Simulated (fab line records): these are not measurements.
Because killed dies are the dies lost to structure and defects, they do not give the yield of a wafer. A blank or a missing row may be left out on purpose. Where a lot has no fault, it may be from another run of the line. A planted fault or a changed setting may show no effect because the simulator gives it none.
fab line records | flow sky130
record lots=13 | wafers=38 | last-day=50
route steps=708 shown VT_ADJUST_LVTN@116 LDD_P@266 POLY_CUT@317 PASSIVATION@681
lots untouched by any fault: they come from a run of this same line in which no faults occurred
start-h: hours from the record's opening day to when the first of the lot's shown wafers began | wait-h: hours since the lot's step before | " repeats the value in the row above | L1.1+2: a row that stands for several wafers | - no value present, or no start provided | * or withheld: withheld | < > ~ a bound
route shown NAME@n: names a module that has steps shown in the file, with the first one's number in the route | usual: the fault-free wafers' mean and standard deviation | same: alike in all rows | chamber/n: place in a boat | sites: each site's reading | _std_site: their standard deviation | _edge_site: inner sites' mean taken away from outer sites' mean | radius-mm: how far each site lies from the wafer's centre | mask NAME#n: copy n | behind: the tool/chamber that last shaped the wafer | hold: why the lot went on hold/how many hours it stayed there/how the hold came to an end | device: the transistor (n, p or np) that didn't switch | end of line: the tests these same wafers got at the end of their route | for a step that has no rows: nothing shown but its recipe | killed: not the wafer's yield, but the dies lost to structure and defects at the first sort | map: a wafer's dies, x killed, . not, _ none there
set.NAME: the run value of the setting; set.NAME@STEP: its run value at that earlier step | model.NAME: the simulator's own value behind a step, which no gauge read
the route's steps for a sample of lots (tables are steps, rows are wafers)
services: a tool's chamber out of use, with start hour (start-h, from the record's first day; less than 0 if before it), hours out, and reason
## steps
# step SKY_VT_ADJUST_LVTN_IMPLANT_19
# recipe species=B | energy-kev=30 | dose-cm2=6.5e+11 | tilt-deg=withheld
# usual beam-on-s=9.98/0.2 | faraday-current-uA=3.68/0.072
# same implant-ion-amu=11
lot.wafer | tool         | chamber | start-h | wait-h | beam-on-s | faraday-current-uA
L642.1    | implanter-02 | 0       | 160.01  | 0.0    | 9.70      | 3.77
L642.4    | "            | 0       | "       | "      | 10.09     | 3.65
L642.5    | "            | 0       | "       | "      | 10.00     | 3.67
L643.2    | implanter-01 | 0       | 166.25  | 0.0    | 9.91      | 3.71
L643.3    | "            | 0       | "       | "      | 9.93      | 3.70
L643.4    | "            | 0       | "       | "      | 10.15     | 3.63
L647.1    | implanter-04 | 0       | 194.46  | 0.0    | 9.95      | 3.68
L647.3    | "            | 0       | "       | "      | 10.23     | 3.59
L647.6    | "            | 0       | "       | "      | 10.12     | 3.64
L648.1    | implanter-04 | 0       | 203.57  | 0.0    | 9.82      | 3.73
L648.4    | "            | 0       | "       | "      | 9.81      | 3.72
L648.6    | "            | 0       | "       | "      | 9.85      | 3.73
L649.2    | implanter-04 | 0       | 210.05  | 0.0    | 9.88      | 3.71
L649.5    | "            | 0       | "       | "      | 10.16     | 3.62
L649.6    | "            | 0       | "       | "      | 10.25     | 3.60
L650.1    | implanter-04 | 0       | 214.66  | 0.0    | 9.82      | 3.73
L650.3    | "            | 0       | "       | "      | 10.17     | 3.60
L650.5    | "            | 0       | "       | "      | 10.06     | 3.64
L651.2    | implanter-02 | 0       | 219.83  | 0.0    | 9.62      | 3.82
L651.3    | "            | 0       | "       | "      | 10.07     | 3.63
L651.5    | "            | 0       | "       | "      | 9.66      | 3.79
L654.1    | implanter-01 | 0       | 238.36  | 0.0    | 10.17     | 3.62
L654.2    | "            | 0       | "       | "      | 10.16     | 3.60
L654.5    | "            | 0       | "       | "      | 10.05     | 3.66
L660.2    | implanter-04 | 0       | 283.83  | 0.0    | 14.25     | 2.57
L660.4    | "            | 0       | "       | "      | 14.03     | 2.60
L661.1    | implanter-04 | 0       | 289.91  | 0.0    | 9.87      | 3.70
L661.2    | "            | 0       | "       | "      | 14.65     | 2.49
L661.6    | "            | 0       | "       | "      | 9.71      | 3.76
L663.2    | implanter-01 | 0       | 315.83  | 0.0    | 10.08     | 3.65
L663.5    | "            | 0       | "       | "      | 9.71      | 3.75
L663.6    | "            | 0       | "       | "      | 9.99      | 3.68
L664.2    | implanter-01 | 0       | 325.93  | 0.0    | 10.03     | 3.65
L664.3    | "            | 0       | "       | "      | 10.12     | 3.62
L664.6    | "            | 0       | "       | "      | 9.96      | 3.68
L665.2    | implanter-01 | 0       | 326.08  | 0.1    | 10.20     | 3.60
L665.4    | "            | 0       | "       | "      | 9.66      | 3.80
L665.5    | "            | 0       | "       | "      | 9.92      | 3.69
# step SKY_VT_ADJUST_LVTN_TW_MEAS_21
# usual VT_ADJUST_LVTN_2_TW=188.0/2.1
lot.wafer | tool          | chamber | start-h | wait-h | VT_ADJUST_LVTN_2_TW
L642.1    | film-metro-03 | -       | 160.26  | 0.1    | 187.4
L642.4    | "             | -       | "       | "      | 188.2
L642.5    | "             | -       | "       | "      | 187.3
L643.2    | film-metro-02 | -       | 166.48  | 0.1    | 185.7
L643.3    | "             | -       | "       | "      | 185.7
L643.4    | "             | -       | "       | "      | 187.0
L647.1    | film-metro-02 | -       | 194.71  | 0.1    | 185.9
L647.3    | "             | -       | "       | "      | 185.7
L647.6    | "             | -       | "       | "      | 185.6
L648.1    | film-metro-02 | -       | 203.82  | 0.1    | 186.2
L648.4    | "             | -       | "       | "      | 186.2
L648.6    | "             | -       | "       | "      | 186.0
L649.2    | film-metro-03 | -       | 210.39  | 0.2    | 187.9
L649.5    | "             | -       | "       | "      | 187.8
L649.6    | "             | -       | "       | "      | 188.0
L650.1    | film-metro-01 | -       | 214.91  | 0.1    | 190.5
L650.3    | "             | -       | "       | "      | 190.8
L650.5    | "             | -       | "       | "      | 190.9
L651.2    | film-metro-02 | -       | 220.07  | 0.1    | 185.5
L651.3    | "             | -       | "       | "      | 185.8
L651.5    | "             | -       | "       | "      | 186.1
L654.1    | film-metro-01 | -       | 238.61  | 0.1    | 190.7
L654.2    | "             | -       | "       | "      | 189.3
L654.5    | "             | -       | "       | "      | 190.4
L660.2    | film-metro-01 | -       | 284.07  | 0.1    | 209.0
L660.4    | "             | -       | "       | "      | 211.2
L661.1    | film-metro-03 | -       | 290.16  | 0.1    | 187.5
L661.2    | "             | -       | "       | "      | 207.2
L661.6    | "             | -       | "       | "      | 187.0
L663.2    | film-metro-01 | -       | 316.10  | 0.1    | 191.0
L663.5    | "             | -       | "       | "      | 192.0
L663.6    | "             | -       | "       | "      | 192.7
L664.2    | film-metro-03 | -       | 326.17  | 0.1    | 189.6
L664.3    | "             | -       | "       | "      | 188.1
L664.6    | "             | -       | "       | "      | 189.2
L665.2    | film-metro-02 | -       | 326.32  | 0.1    | 186.4
L665.4    | "             | -       | "       | "      | 187.4
L665.5    | "             | -       | "       | "      | 186.5
# step SKY_LDD_P_TW_MEAS_11
# usual LDD_P_TW=631/5.3
lot.wafer | tool          | chamber | start-h | wait-h | LDD_P_TW
L642.1    | film-metro-02 | -       | 424.14  | 0.1    | 629
L642.4    | "             | -       | "       | "      | 632
L642.5    | "             | -       | "       | "      | 628
L643.2    | film-metro-02 | -       | 443.92  | 0.1    | 632
L643.3    | "             | -       | "       | "      | 633
L643.4    | "             | -       | "       | "      | 633
L647.1    | film-metro-04 | -       | 485.11  | 0.1    | 630
L647.3    | "             | -       | "       | "      | 629
L647.6    | "             | -       | "       | "      | 632
L648.1    | film-metro-04 | -       | 497.48  | 0.1    | 631
L648.4    | "             | -       | "       | "      | 632
L648.6    | "             | -       | "       | "      | 632
L649.2    | film-metro-03 | -       | 502.04  | 0.1    | 637
L649.5    | "             | -       | "       | "      | 636
L649.6    | "             | -       | "       | "      | 635
L650.1    | film-metro-03 | -       | 512.14  | 0.1    | 634
L650.3    | "             | -       | "       | "      | 633
L650.5    | "             | -       | "       | "      | 632
L651.2    | film-metro-03 | -       | 515.04  | 0.1    | 638
L651.3    | "             | -       | "       | "      | 634
L651.5    | "             | -       | "       | "      | 633
L654.1    | film-metro-02 | -       | 535.78  | 0.1    | 628
L654.2    | "             | -       | "       | "      | 634
L654.5    | "             | -       | "       | "      | 628
L660.2    | film-metro-04 | -       | 592.42  | 0.1    | 623
L660.4    | "             | -       | "       | "      | 626
L661.1    | film-metro-04 | -       | 596.48  | 0.1    | 623
L661.2    | "             | -       | "       | "      | 624
L661.6    | "             | -       | "       | "      | 626
L663.2    | film-metro-03 | -       | 625.24  | 0.1    | 637
L663.5    | "             | -       | "       | "      | 638
L663.6    | "             | -       | "       | "      | 640
L664.2    | film-metro-04 | -       | 633.82  | 0.1    | 618
L664.3    | "             | -       | "       | "      | 617
L664.6    | "             | -       | "       | "      | 616
L665.2    | film-metro-03 | -       | 641.77  | 0.1    | 636
L665.4    | "             | -       | "       | "      | 637
L665.5    | "             | -       | "       | "      | 640
# step SKY_POLY_CUT_ETCH_10
# recipe chemistry=N2/H2 | target=BARC | ion-energy-ev=200 | source-w=500 | bias-w=100 | pressure-mtorr=30 | n2-flow-sccm=100 | h2-flow-sccm=200 | stop-on=SiO2 | time-s=45.9 | target-depth-a=600
# usual drypump-motor-current-A=5.8/0.4 | oes-product-au=0.855/0.0049 | throttle-valve-pct=13.223/0.009
lot.wafer | tool        | chamber | start-h | wait-h | drypump-motor-current-A | oes-product-au | rf-hours-counter-h | throttle-valve-pct
L642.1    | rie-diel-01 | 2       | 548.11  | 0.0    | 6.1                     | 0.860          | 1                  | 13.224
L642.4    | "           | 2       | "       | "      | 6.0                     | 0.856          | -                  | 13.231
L642.5    | "           | 3       | "       | "      | 5.4                     | 0.853          | -                  | 13.221
L643.2    | rie-diel-01 | 3       | 566.76  | 0.0    | 5.4                     | 0.858          | 8                  | 13.226
L643.3    | "           | 1       | "       | "      | 5.3                     | 0.852          | 4                  | 13.211
L643.4    | "           | 2       | "       | "      | 6.0                     | 0.851          | 2                  | 13.214
L647.1    | rie-diel-02 | 0       | 606.24  | 0.0    | 6.1                     | 0.864          | 7                  | 13.217
L647.3    | "           | 2       | "       | "      | 5.7                     | 0.855          | 5                  | 13.218
L647.6    | "           | 1       | "       | "      | 6.0                     | 0.853          | -                  | 13.231
L648.1    | rie-diel-01 | 2       | 617.49  | 0.0    | 6.0                     | 0.856          | 2                  | 13.222
L648.4    | "           | 3       | "       | "      | 5.4                     | 0.856          | 9                  | 13.232
L648.6    | "           | 0       | "       | "      | 5.7                     | 0.858          | -                  | 13.224
L649.2    | rie-diel-01 | 1       | 624.51  | 0.0    | 5.3                     | 0.858          | 5                  | 13.243
L649.5    | "           | 0       | "       | "      | 5.7                     | 0.856          | -                  | 13.221
L649.6    | "           | 3       | "       | "      | 5.4                     | 0.863          | -                  | 13.228
L650.1    | rie-diel-04 | 3       | 632.19  | 0.0    | 5.7                     | 0.853          | 7                  | 13.211
L650.3    | "           | 1       | "       | "      | 5.5                     | 0.845          | 10                 | 13.202
L650.5    | "           | 3       | "       | "      | 5.7                     | 0.853          | -                  | 13.218
L651.2    | rie-diel-01 | 1       | 635.01  | 0.0    | 5.3                     | 0.859          | 5                  | 13.234
L651.3    | "           | 2       | "       | "      | 6.0                     | 0.848          | 3                  | 13.216
L651.5    | "           | 0       | "       | "      | 5.7                     | 0.853          | -                  | 13.207
L654.1    | rie-diel-02 | 3       | 656.34  | 0.0    | 6.7                     | 0.859          | 2                  | 13.222
L654.2    | "           | 0       | "       | "      | 6.0                     | 0.850          | 8                  | 13.214
L654.5    | "           | 1       | "       | "      | 6.0                     | 0.855          | -                  | 13.221
L660.2    | rie-diel-01 | 3       | 708.64  | 0.0    | 5.4                     | 0.851          | 11                 | 13.216
L660.4    | "           | 1       | "       | "      | 5.3                     | 0.854          | 7                  | 13.222
L661.1    | rie-diel-02 | 2       | 735.98  | 0.0    | 5.6                     | 0.857          | 8                  | 13.212
L661.2    | "           | 1       | "       | "      | 6.0                     | 0.853          | 1                  | 13.230
L661.6    | "           | 3       | "       | "      | 6.6                     | 0.854          | -                  | 13.218
L663.2    | rie-diel-04 | 1       | 739.16  | 0.0    | 5.4                     | 0.863          | 13                 | 13.223
L663.5    | "           | 1       | "       | "      | 5.5                     | 0.861          | -                  | 13.228
L663.6    | "           | 2       | "       | "      | 5.2                     | 0.853          | -                  | 13.214
L664.2    | rie-diel-02 | 2       | 747.36  | 0.0    | 5.7                     | 0.859          | 9                  | 13.225
L664.3    | "           | 0       | "       | "      | 6.1                     | 0.855          | 10                 | 13.237
L664.6    | "           | 3       | "       | "      | 6.7                     | 0.853          | -                  | 13.227
L665.2    | rie-diel-02 | 1       | 753.89  | 0.0    | 6.0                     | 0.855          | 1                  | 13.227
L665.4    | "           | 2       | "       | "      | 5.7                     | 0.849          | 9                  | 13.203
L665.5    | "           | 0       | "       | "      | 6.1                     | 0.852          | -                  | 13.223
# step SKY_PASSIVATION_CVD_00
# recipe material=SiO2 | target-thk-nm=90 | temp-c=400 | time-s=withheld | rf-w=600
# usual heater-power-w=697/78
lot.wafer | tool     | chamber | start-h | wait-h | heater-power-w
L642.1    | pecvd-03 | 2       | 1016.99 | 0.0    | 759
L642.4    | "        | 1       | "       | "      | 477
L642.5    | "        | 0       | "       | "      | 821
L643.2    | pecvd-01 | 0       | 1034.56 | 0.0    | 731
L643.3    | "        | 1       | "       | "      | 735
L643.4    | "        | 0       | "       | "      | 696
L647.1    | pecvd-03 | 1       | 1062.49 | 0.0    | 529
L647.3    | "        | 1       | "       | "      | 551
L647.6    | "        | 0       | "       | "      | 789
L648.1    | pecvd-04 | 2       | 1072.25 | 0.0    | 646
L648.4    | "        | 1       | "       | "      | 757
L648.6    | "        | 1       | "       | "      | 758
L649.2    | pecvd-01 | 1       | 1077.63 | 0.0    | 742
L649.5    | "        | 1       | "       | "      | 764
L649.6    | "        | 0       | "       | "      | 734
L650.1    | pecvd-01 | 1       | 1081.61 | 0.0    | 815
L650.3    | "        | 0       | "       | "      | 681
L650.5    | "        | 0       | "       | "      | 700
L651.2    | pecvd-03 | 1       | 1083.61 | 0.0    | 596
L651.3    | "        | 2       | "       | "      | 791
L651.5    | "        | 1       | "       | "      | 591
L654.1    | pecvd-04 | 2       | 1101.88 | 0.0    | 663
L654.2    | "        | 0       | "       | "      | 684
L654.5    | "        | 1       | "       | "      | 659
L660.2    | pecvd-01 | 2       | 1139.27 | 0.0    | 779
L660.4    | "        | 0       | "       | "      | 748
L661.1    | pecvd-01 | 1       | 1157.47 | 0.0    | 698
L661.2    | "        | 2       | "       | "      | 710
L661.6    | "        | 0       | "       | "      | 684
L663.2    | pecvd-03 | 0       | 1161.23 | 0.0    | 750
L663.5    | "        | 1       | "       | "      | 555
L663.6    | "        | 0       | "       | "      | 741
L664.2    | pecvd-03 | 0       | 1166.14 | 0.0    | 683
L664.3    | "        | 1       | "       | "      | 577
L664.6    | "        | 1       | "       | "      | 579
L665.2    | pecvd-01 | 1       | 1167.44 | 0.0    | 651
L665.4    | "        | 2       | "       | "      | 634
L665.5    | "        | 0       | "       | "      | 722
## services
tool         | chamber | start-h | hours | kind
pecvd-01     | 0       | 145.16  | 5.0   | repair
pecvd-01     | 2       | 165.67  | 13.5  | repair
rie-diel-01  | -       | 184.03  | 0.4   | repair
pecvd-01     | 2       | 188.36  | 12.9  | repair
pecvd-01     | 2       | 213.87  | 7.0   | repair
rie-diel-01  | 1       | 228.88  | 1.4   | repair
implanter-04 | -       | 234.45  | 1.7   | repair
rie-diel-01  | 2       | 246.31  | 7.9   | repair
pecvd-01     | 1       | 261.79  | 4.0   | repair
rie-diel-01  | 3       | 306.87  | 2.7   | repair
rie-diel-01  | 2       | 315.43  | 19.0  | repair
pecvd-01     | -       | 327.00  | 2.6   | repair
pecvd-01     | -       | 329.62  | 2.8   | pm
rie-diel-01  | -       | 341.54  | 2.8   | pm
pecvd-01     | -       | 345.56  | 6.0   | pm
pecvd-01     | 2       | 370.73  | 9.1   | repair
implanter-04 | -       | 383.56  | 4.5   | repair
implanter-04 | -       | 391.16  | 3.3   | pm
implanter-04 | -       | 396.63  | 1.1   | repair
implanter-04 | -       | 415.35  | 0.7   | repair
rie-diel-01  | 0       | 446.29  | 2.9   | repair
rie-diel-01  | 0       | 462.88  | 4.6   | repair
pecvd-01     | -       | 463.39  | 0.8   | repair
pecvd-01     | -       | 463.70  | 0.8   | repair
## key
first-sign step=SKY_VT_ADJUST_LVTN_IMPLANT_19 | reading=beam-on-s | direction=up | sigmas=22 | usual=9.98 | struck=14.31
effect step=SKY_VT_ADJUST_LVTN_IMPLANT_19 | reading=faraday-current-uA | direction=down | sigmas=16 | usual=3.68 | struck=2.56
effect step=SKY_VT_ADJUST_LVTN_TW_MEAS_21 | reading=VT_ADJUST_LVTN_2_TW | direction=up | sigmas=10 | usual=188.0 | struck=209.1
met-at SKY_VT_ADJUST_LVTN_IMPLANT_19
struck-lots L660,L661
struck-wafers L660.2,L660.4,L661.2
tester-left-out L660,L661
not-acting-at SKY_LDD_P_TW_MEAS_11,SKY_POLY_CUT_ETCH_10,SKY_PASSIVATION_CVD_00
onset-between 214.66 283.83
fault kind=process-parameter-drift | tool=implanter-04 | chamber=- | onset-h=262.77 | steps=SKY_VT_ADJUST_LVTN_IMPLANT_19 | channel=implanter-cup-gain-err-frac | offset=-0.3 | shape=step | end-h=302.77 | scope=struck-wafers-only
# tester-left-out: of these lots the tester's yield and bins aren't shown, on N5 and GAA mostly nor the transistor test; their killed dies are dies lost to structure and defects alone, not to doping, threshold or leakage, so they don't give the yield
